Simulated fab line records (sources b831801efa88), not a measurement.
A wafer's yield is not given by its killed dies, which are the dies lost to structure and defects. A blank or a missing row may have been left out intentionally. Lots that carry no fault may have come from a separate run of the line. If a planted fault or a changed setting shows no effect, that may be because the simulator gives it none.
fab line records    flow gf180mcu
[record] lots = 10  wafers = 30  last_day = 34
route steps=602 shown MIM@505 V5@555
lots untouched by any fault: they come from a run of this same line in which no faults occurred
start_h: hours from the record's opening day to when the first of the lot's shown wafers began    wait_h: time in hours since the lot's previous step    " repeats the value in the row above    L1.1+2: several wafers, shown together as one row    - either no value or no given start    * or withheld: withheld    < > ~ a bound
route shown NAME@n: NAME is a module with steps in the file, n the number in the route of the first one    usual: average and standard deviation across the fault-free wafers    same: alike in all rows    chamber/n: place in a boat    sites: per-site readings    _std_site: how widely they spread, as a standard deviation    _edge_site: mean of outer sites minus mean of inner sites    radius_mm: for every site, how far away it sits from the centre of the wafer    mask NAME#n: copy n    behind: the last tool/chamber to shape the wafer    hold: why the lot went on hold/how many hours it stayed there/how the hold came to an end    device: which transistor (n, p or np) failed to switch    end of line: tests run on the same wafers once the route is complete    for a step that has no rows: nothing shown but its recipe    killed: dies that structure and defects cost at the first sort, which is not the same as the wafer's yield    map: shows each die of a wafer: x if killed, . if not, _ if none is there
set.NAME: the setting as run; set.NAME@STEP: as run at that earlier step    model.NAME: the simulator's own value behind a step, which no gauge read
route steps across a sampled set of lots; one table per step, one row per wafer
services: when a tool's chamber went out of use (start_h, in hours from the record's first day, below 0 if earlier), for how many hours, and the reason
[[steps]]
[step GF_MIM_SPUTTER_02]
[recipe] material = AlCu  target_thk_nm = 450  power_w = 10600  time_s = 23.9  chamber_pressure_pa = 0.4
[usual] cathode_dc_power_W = 10600/2.3  throttle_valve_pct = 30.1/0.88
lot.wafer  tool            chamber  start_h  wait_h  cathode_dc_power_W  throttle_valve_pct
L329.3     pvd_sputter-02  -        564.45   0.0     10598               29.6
L329.5     "               -        "        "       10600               30.4
L329.6     "               -        "        "       10601               30.9
L331.1     pvd_sputter-02  -        579.83   0.0     10599               29.8
L331.5     "               -        "        "       10601               30.4
L331.6     "               -        "        "       10597               30.5
L332.2     pvd_sputter-04  -        590.88   0.0     10596               29.9
L332.3     "               -        "        "       10602               30.1
L332.5     "               -        "        "       10602               30.0
L333.2     pvd_sputter-03  -        599.12   0.0     10599               27.6
L333.3     "               -        "        "       10599               30.9
L333.4     "               -        "        "       10602               31.2
L337.2     pvd_sputter-02  -        638.07   0.0     10599               29.5
L337.4     "               -        "        "       10605               30.6
L337.6     "               -        "        "       10601               29.5
L338.2     pvd_sputter-04  -        644.64   0.0     10597               29.5
L338.4     "               -        "        "       10599               30.2
L338.6     "               -        "        "       10601               30.2
L347.3     pvd_sputter-02  -        706.60   0.0     10599               30.6
L347.4     "               -        "        "       10603               31.0
L347.5     "               -        "        "       10603               29.9
L348.3     pvd_sputter-02  -        710.14   0.0     10601               30.4
L348.4     "               -        "        "       10601               31.3
L348.6     "               -        "        "       10601               31.0
L349.2     pvd_sputter-02  -        721.49   0.0     10599               30.7
L349.5     "               -        "        "       10598               31.0
L349.6     "               -        "        "       10606               30.3
L351.1     pvd_sputter-03  -        731.83   0.0     10598               30.7
L351.3     "               -        "        "       10597               27.7
L351.5     "               -        "        "       10597               31.1
[step GF_V5_OVL_MEAS_15]
[usual] V5_OVL = -3/5.3
lot.wafer  tool        chamber  start_h  wait_h  V5_OVL[nm]
L329.3     overlay-02  -        628.81   0.1     -13
L329.5     "           -        "        "       -6
L329.6     "           -        "        "       -10
L331.1     overlay-01  -        644.24   0.1     -8
L331.5     "           -        "        "       -8
L331.6     "           -        "        "       -9
L332.2     overlay-01  -        653.54   0.1     -14
L332.3     "           -        "        "       -7
L332.5     "           -        "        "       -8
L333.2     overlay-02  -        660.80   0.1     4
L333.3     "           -        "        "       3
L333.4     "           -        "        "       2
L337.2     overlay-02  -        697.03   0.1     -8
L337.4     "           -        "        "       5
L337.6     "           -        "        "       0
L338.2     overlay-01  -        704.46   0.1     -13
L338.4     "           -        "        "       -12
L338.6     "           -        "        "       -7
L347.3     overlay-01  -        760.55   0.1     0
L347.4     "           -        "        "       8
L347.5     "           -        "        "       0
L348.3     overlay-02  -        763.75   0.1     3
L348.4     "           -        "        "       1
L348.6     "           -        "        "       0
L349.2     overlay-02  -        773.88   0.1     7
L349.5     "           -        "        "       3
L349.6     "           -        "        "       4
L351.1     overlay-01  -        782.90   0.1     -8
L351.3     "           -        "        "       -13
L351.5     "           -        "        "       -13
[step GF_V5_STRIP_18]
[recipe] chemistry = O2/N2  power_w = 1400  pressure_mtorr = 1500  platen_temp_c = 250  o2_flow_sccm = 3000  n2_flow_sccm = 300  overash_fraction = 0.5
[usual] drypump_motor_current_A = 5.78/0.25  heater_power_w = 348/73  o2_flow_sccm = 3000/12  oes_product_au = 0.568/0.0054  platen_temp_c = 250.02/0.19
[same] overash_fraction = 0.5
lot.wafer  tool             chamber  start_h  wait_h  drypump_motor_current_A  heater_power_w  o2_flow_sccm  oes_product_au  platen_temp_c  rf_hours_counter_h
L329.3     plasma_asher-04  1        629.02   -       6.14                     287             2997          0.570           249.96         -
L329.5     "                1        "        "       6.15                     289             3006          0.566           249.84         -
L329.6     "                0        "        "       5.52                     303             2987          0.571           249.79         -
L331.1     plasma_asher-02  1        644.42   -       5.93                     311             3000          0.566           250.07         21
L331.5     "                1        "        "       5.92                     320             3005          0.562           249.96         -
L331.6     "                0        "        "       5.38                     337             2994          0.575           250.00         -
L332.2     plasma_asher-01  0        653.72   -       5.91                     497             3020          0.568           250.09         58
L332.3     "                0        "        "       5.92                     499             3017          0.564           250.05         -
L332.5     "                0        "        "       5.94                     513             2991          0.573           250.28         -
L333.2     plasma_asher-02  0        660.99   -       5.41                     335             2997          0.570           249.99         23
L333.3     "                1        "        "       5.96                     323             3008          0.567           249.49         -
L333.4     "                0        "        "       5.41                     333             3002          0.575           250.03         -
L337.2     plasma_asher-02  0        697.21   -       5.38                     327             2992          0.569           250.17         26
L337.4     "                1        "        "       5.96                     313             3005          0.562           249.60         -
L337.6     "                0        "        "       5.39                     332             2999          0.575           250.04         -
L338.2     plasma_asher-01  0        704.65   -       5.91                     501             2984          0.566           250.17         63
L338.4     "                0        "        "       5.92                     528             2997          0.564           250.07         -
L338.6     "                0        "        "       5.92                     493             2998          0.560           249.90         -
L347.3     plasma_asher-02  0        760.76   -       5.40                     334             2998          0.559           250.07         -
L347.4     "                1        "        "       5.92                     322             2981          0.565           249.68         -
L347.5     "                0        "        "       5.40                     331             3020          0.578           250.07         -
L348.3     plasma_asher-04  0        763.96   -       5.57                     303             3004          0.566           250.26         -
L348.4     "                1        "        "       6.16                     286             2980          0.565           250.00         -
L348.6     "                1        "        "       6.18                     293             2988          0.575           250.01         -
L349.2     plasma_asher-04  1        774.06   -       6.10                     294             2990          0.565           250.11         98
L349.5     "                1        "        "       6.10                     289             2997          0.573           250.09         -
L349.6     "                0        "        "       5.53                     305             3001          0.566           250.06         -
L351.1     plasma_asher-01  1        783.08   -       5.74                     326             2999          0.568           250.18         72
L351.3     "                0        "        "       5.92                     525             2998          0.571           250.03         -
L351.5     "                0        "        "       5.90                     518             2999          0.566           249.81         -
[step GF_V5_CVD_23]
[recipe] material = W  target_thk_nm = 350  time_s = 104.9  temp_c = 400  pressure_torr = 40
[usual] chamber_pressure_Torr = 40.00/0.088  heater_power_w = 839/70
lot.wafer  tool      chamber  start_h  wait_h  chamber_pressure_Torr  heater_power_w
L329.3     cvd_w-01  1        629.66   0.1     39.92                  723
L329.5     "         0        "        "       40.14                  855
L329.6     "         1        "        "       39.99                  738
L331.1     cvd_w-01  1        645.07   0.0     40.03                  727
L331.5     "         0        "        "       39.96                  822
L331.6     "         1        "        "       39.94                  728
L332.2     cvd_w-01  0        654.35   0.0     40.02                  860
L332.3     "         1        "        "       39.95                  725
L332.5     "         1        "        "       40.01                  714
L333.2     cvd_w-02  1        661.62   0.0     40.11                  869
L333.3     "         0        "        "       40.12                  939
L333.4     "         1        "        "       39.96                  894
L337.2     cvd_w-01  0        697.85   0.0     17.76                  861
L337.4     "         1        "        "       39.90                  723
L337.6     "         1        "        "       39.91                  748
L338.2     cvd_w-01  0        705.28   0.0     17.55                  851
L338.4     "         1        "        "       40.08                  716
L338.6     "         0        "        "       17.75                  866
L347.3     cvd_w-02  0        761.40   0.1     40.15                  913
L347.4     "         1        "        "       40.00                  892
L347.5     "         0        "        "       40.12                  901
L348.3     cvd_w-01  0        764.72   0.1     40.03                  864
L348.4     "         1        "        "       40.16                  716
L348.6     "         0        "        "       39.97                  854
L349.2     cvd_w-02  1        774.73   0.1     40.02                  909
L349.5     "         1        "        "       39.96                  904
L349.6     "         1        "        "       40.17                  885
L351.1     cvd_w-02  0        783.81   0.0     40.13                  916
L351.3     "         1        "        "       40.08                  877
L351.5     "         1        "        "       39.94                  911
[step GF_V5_RS_MEAS_24]
[recipe] thk_meas_gauge = four-point-probe  reads = W_of_V5_CVD_23+TiN_of_V5_SPUTTER_22+Ti_of_V5_SPUTTER_21
[usual] V5_W_RS = 0.329/0.0039
lot.wafer  tool           chamber  start_h  wait_h  hold                      V5_W_RS[ohm/sq]
L329.3     film_metro-03  -        629.77   0.1     -                         0.328
L329.5     "              -        "        "       -                         0.328
L329.6     "              -        "        "       -                         0.331
L331.1     film_metro-04  -        645.18   0.1     -                         0.326
L331.5     "              -        "        "       -                         0.326
L331.6     "              -        "        "       -                         0.324
L332.2     film_metro-02  -        654.49   0.1     -                         0.325
L332.3     "              -        "        "       -                         0.325
L332.5     "              -        "        "       -                         0.322
L333.2     film_metro-02  -        661.75   0.1     -                         0.334
L333.3     "              -        "        "       -                         0.334
L333.4     "              -        "        "       -                         0.336
L337.2     film_metro-02  -        697.98   0.1     await_dispo/0.2h/release  0.505
L337.4     "              -        "        "       await_dispo/0.2h/release  0.326
L337.6     "              -        "        "       await_dispo/0.2h/release  0.329
L337.2     film_metro-02  -        698.26   0.3     -                         0.505
L337.4     "              -        "        "       -                         0.325
L337.6     "              -        "        "       -                         0.329
L338.2     film_metro-03  -        705.41   0.1     await_dispo/0.2h/release  0.496
L338.4     "              -        "        "       await_dispo/0.2h/release  0.330
L338.6     "              -        "        "       await_dispo/0.2h/release  0.511
L338.2     film_metro-03  -        705.70   0.3     -                         0.497
L338.4     "              -        "        "       -                         0.330
L338.6     "              -        "        "       -                         0.512
L347.3     film_metro-02  -        761.52   0.1     -                         0.328
L347.4     "              -        "        "       -                         0.336
L347.5     "              -        "        "       -                         0.331
L348.3     film_metro-03  -        764.83   0.1     -                         0.321
L348.4     "              -        "        "       -                         0.331
L348.6     "              -        "        "       -                         0.328
L349.2     film_metro-03  -        774.94   0.2     -                         0.338
L349.5     "              -        "        "       -                         0.338
L349.6     "              -        "        "       -                         0.337
L351.1     film_metro-02  -        783.92   0.1     -                         0.332
L351.3     "              -        "        "       -                         0.329
L351.5     "              -        "        "       -                         0.328
[step GF_V5_THK_MEAS_25]
[recipe] thk_meas_gauge = xrf  reads = W_of_V5_CVD_23
[usual] V5_W_THK = 357/6.9
lot.wafer  tool           chamber  start_h  wait_h  hold                      V5_W_THK[nm]
L329.3     film_metro-03  -        629.87   0.1     -                         360
L329.5     "              -        "        "       -                         359
L329.6     "              -        "        "       -                         356
L331.1     film_metro-04  -        645.30   0.1     -                         353
L331.5     "              -        "        "       -                         356
L331.6     "              -        "        "       -                         356
L332.2     film_metro-02  -        654.60   0.1     -                         356
L332.3     "              -        "        "       -                         358
L332.5     "              -        "        "       -                         360
L333.2     film_metro-02  -        661.86   0.1     -                         346
L333.3     "              -        "        "       -                         349
L333.4     "              -        "        "       -                         344
L337.2     film_metro-02  -        704.69   6.4     await_dispo/0.2h/release  231
L337.4     "              -        "        "       await_dispo/0.2h/release  360
L337.6     "              -        "        "       await_dispo/0.2h/release  355
L337.2     film_metro-02  -        704.95   0.2     -                         231
L337.4     "              -        "        "       -                         360
L337.6     "              -        "        "       -                         357
L338.2     film_metro-03  -        708.75   3.0     await_dispo/0.2h/release  240
L338.4     "              -        "        "       await_dispo/0.2h/release  362
L338.6     "              -        "        "       await_dispo/0.2h/release  233
L338.2     film_metro-03  -        709.06   0.3     -                         239
L338.4     "              -        "        "       -                         363
L338.6     "              -        "        "       -                         233
L347.3     film_metro-02  -        761.62   0.1     -                         355
L347.4     "              -        "        "       -                         349
L347.5     "              -        "        "       -                         351
L348.3     film_metro-03  -        764.93   0.1     -                         373
L348.4     "              -        "        "       -                         361
L348.6     "              -        "        "       -                         362
L349.2     film_metro-03  -        775.05   0.1     -                         359
L349.5     "              -        "        "       -                         356
L349.6     "              -        "        "       -                         357
L351.1     film_metro-02  -        784.04   0.1     -                         351
L351.3     "              -        "        "       -                         355
L351.5     "              -        "        "       -                         355
[step GF_V5_CMP_26]
[recipe] stop_on = SiO2  down_force_psi = 3.5  platen_rpm = 60  t_overpolish_s = 13.53  target_thk_nm = 0  pad_velocity_m_s = 0.94248
[usual] edge_zone_pressure_frac = 1.000/0.0046  motor_current_A = 10.5/1.1  retaining_ring_pressure_frac = 1.000/0.0052  time_to_endpoint_s = 86/5.3
lot.wafer  tool    chamber  start_h  wait_h  hold                      edge_zone_pressure_frac  motor_current_A  retaining_ring_pressure_frac  time_to_endpoint_s
L329.3     cmp-01  3        630.01   0.1     -                         0.998                    10.2             0.996                         89
L329.5     "       1        "        "       -                         1.002                    9.4              1.003                         89
L329.6     "       2        "        "       -                         1.003                    11.1             1.000                         89
L331.1     cmp-02  2        645.36   0.1     -                         0.996                    11.0             0.996                         95
L331.5     "       2        "        "       -                         1.001                    10.9             0.997                         91
L331.6     "       3        "        "       -                         0.996                    9.7              1.002                         87
L332.2     cmp-02  2        654.65   0.0     -                         0.999                    11.3             0.996                         93
L332.3     "       0        "        "       -                         1.003                    10.0             1.009                         81
L332.5     "       3        "        "       -                         1.001                    9.9              1.001                         85
L333.2     cmp-02  1        661.91   0.0     -                         1.007                    13.6             0.998                         89
L333.4     "       2        "        "       -                         1.003                    11.1             1.000                         94
L333.3     "       3        "        "       -                         1.002                    9.5              0.992                         83
L337.4     cmp-02  3        709.01   4.0     await_dispo/4.0h/release  1.001                    10.0             1.005                         82
L337.2     "       0        "        "       await_dispo/4.0h/release  1.003                    10.5             1.004                         53
L337.6     "       3        "        "       await_dispo/4.0h/release  0.994                    9.5              1.016                         84
L338.2     cmp-02  3        717.48   8.4     await_dispo/8.0h/release  0.999                    9.9              0.996                         56
L338.4     "       0        "        "       await_dispo/8.0h/release  1.003                    9.8              1.004                         82
L338.6     "       1        "        "       await_dispo/8.0h/release  0.996                    12.9             1.005                         60
L347.4     cmp-02  1        761.66   0.0     -                         1.000                    12.5             0.989                         92
L347.3     "       2        "        "       -                         1.002                    10.7             0.992                         99
L347.5     "       2        "        "       -                         1.002                    11.4             0.997                         97
L348.4     cmp-02  0        765.05   0.1     -                         0.998                    10.3             1.010                         80
L348.3     "       2        "        "       -                         1.000                    11.1             1.011                         94
L348.6     "       3        "        "       -                         1.007                    9.7              0.996                         83
L349.2     cmp-01  2        775.15   0.1     -                         0.996                    11.2             0.997                         80
L349.5     "       1        "        "       -                         1.004                    9.2              0.997                         78
L349.6     "       2        "        "       -                         0.994                    11.4             1.000                         84
L351.1     cmp-01  3        784.15   0.1     -                         1.001                    10.4             1.001                         83
L351.3     "       0        "        "       -                         0.999                    9.2              1.001                         91
L351.5     "       3        "        "       -                         1.002                    9.8              1.007                         83
[[services]]
tool             chamber  start_h  hours  kind
cmp-01           -        559.65   0.5    repair
cvd_w-02         1        563.37   14.3   repair
cmp-02           -        572.00   4.0    pm
cmp-02           -        575.05   1.2    repair
cmp-01           -        597.20   4.0    repair
cmp-01           -        619.32   0.6    repair
cmp-02           -        632.87   1.6    repair
cvd_w-02         -        641.42   14.6   pm
cmp-01           -        653.56   1.9    repair
cmp-01           -        666.61   0.8    repair
plasma_asher-02  -        666.88   0.9    repair
cmp-01           -        673.16   4.5    pm
cmp-02           -        686.41   0.8    repair
pvd_sputter-02   -        694.58   0.7    repair
cvd_w-02         -        707.72   1.2    repair
cvd_w-02         1        712.91   3.3    repair
cvd_w-02         1        718.15   7.1    repair
cvd_w-01         0        719.52   2.1    repair
cmp-02           -        732.85   0.5    repair
cmp-02           -        735.02   5.6    pm
cmp-02           -        742.70   0.9    repair
cmp-02           -        759.58   1.6    repair
cvd_w-02         0        772.12   9.6    repair
cmp-02           -        780.81   2.4    repair
[[key]]
[first_sign] step = GF_V5_CVD_23  reading = chamber_pressure_Torr  direction = down  sigmas = 99+  usual = 40.00  struck = 17.69
[effect] step = GF_V5_RS_MEAS_24  reading = visit  direction = added
[effect] step = GF_V5_RS_MEAS_24  reading = V5_W_RS  direction = up  sigmas = 45  usual = 0.329  struck = 0.504
[effect] step = GF_V5_THK_MEAS_25  reading = visit  direction = added
[effect] step = GF_V5_THK_MEAS_25  reading = V5_W_THK  direction = down  sigmas = 18  usual = 357  struck = 234
[effect] step = GF_V5_CMP_26  reading = time_to_endpoint_s  direction = down  sigmas = 5.6  usual = *  struck = *
met_at GF_V5_CVD_23
struck_lots L337,L338
struck_wafers L337.2,L338.2,L338.6
not_acting_at GF_MIM_SPUTTER_02,GF_V5_OVL_MEAS_15,GF_V5_STRIP_18
onset_between 654.35 697.85
[fault] kind = process_parameter_drift  tool = cvd_w-01  chamber = 0  onset_h = 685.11  steps = GF_V5_CVD_23  channel = pressure_torr  offset = -22.273  shape = step  end_h = 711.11  acts_in = these_recipes_only  stated = 40
